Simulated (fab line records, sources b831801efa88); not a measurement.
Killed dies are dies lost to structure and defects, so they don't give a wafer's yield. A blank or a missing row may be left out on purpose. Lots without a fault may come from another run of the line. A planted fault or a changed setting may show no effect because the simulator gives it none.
Chamber matching | flow gf180mcu | GF_V2_CMP_04 on cmp-02: 4 sister chambers
The step polishes SiO2. 8 wafers are shown with their chamber, then 8 later ones without.

WAFERS WITH THEIR CHAMBER
wafer  | chamber | motor_current_A (A) | retaining_ring_pressure_frac
L868.6 | 0       | 13.6                | 1.007
L873.2 | 3       | 10.2                | 0.991
L873.4 | 2       | 11.9                | 0.989
L873.5 | 2       | 10.8                | 0.997
L882.2 | 1       | 10.9                | 0.999
L882.3 | 3       | 10.1                | 1.002
L882.6 | 0       | 14.0                | 1.008
L884.3 | 1       | 11.4                | 1.008

WAFERS WITHOUT THEIR CHAMBER
wafer  | motor_current_A (A) | retaining_ring_pressure_frac
L884.4 | 13.3                | 1.008
L884.6 | 11.9                | 0.994
L885.1 | 13.1                | 0.995
L885.4 | 10.5                | 0.995
L885.6 | 13.7                | 0.997
L887.2 | 11.3                | 1.003
L887.5 | 11.3                | 1.006
L887.6 | 11.3                | 1.004

WHICH CHAMBER EACH WENT THROUGH
wafer  | from the rows above          | in truth
L884.4 | 0                            | 0
L884.6 | can't be placed: 2 or 1      | 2
L885.1 | can't be placed: 0 or 2 or 1 | 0
L885.4 | can't be placed: 3 or 2 or 1 | 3
L885.6 | 0                            | 0
L887.2 | can't be placed: 1 or 2      | 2
L887.5 | can't be placed: 1 or 2      | 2
L887.6 | can't be placed: 1 or 2      | 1
Placed correctly: 2 of 8. Can't be placed from these rows: 6 (the true chamber is among the candidates in 6). Placed wrongly: 0.
How it was worked out, from the rows above alone: a wafer's distance from a chamber is the root of the sum, over the readings, of the square of ((its reading less the chamber's mean) divided by the reading's scatter). The wafer belongs to the nearest chamber; if the next one is less than 2 further off, it can't be placed. A chamber's mean is the mean of its shown wafers. The scatter: the root of (the sum of the squares of (reading less its chamber's mean) over the shown wafers, divided by (wafers less chambers)).
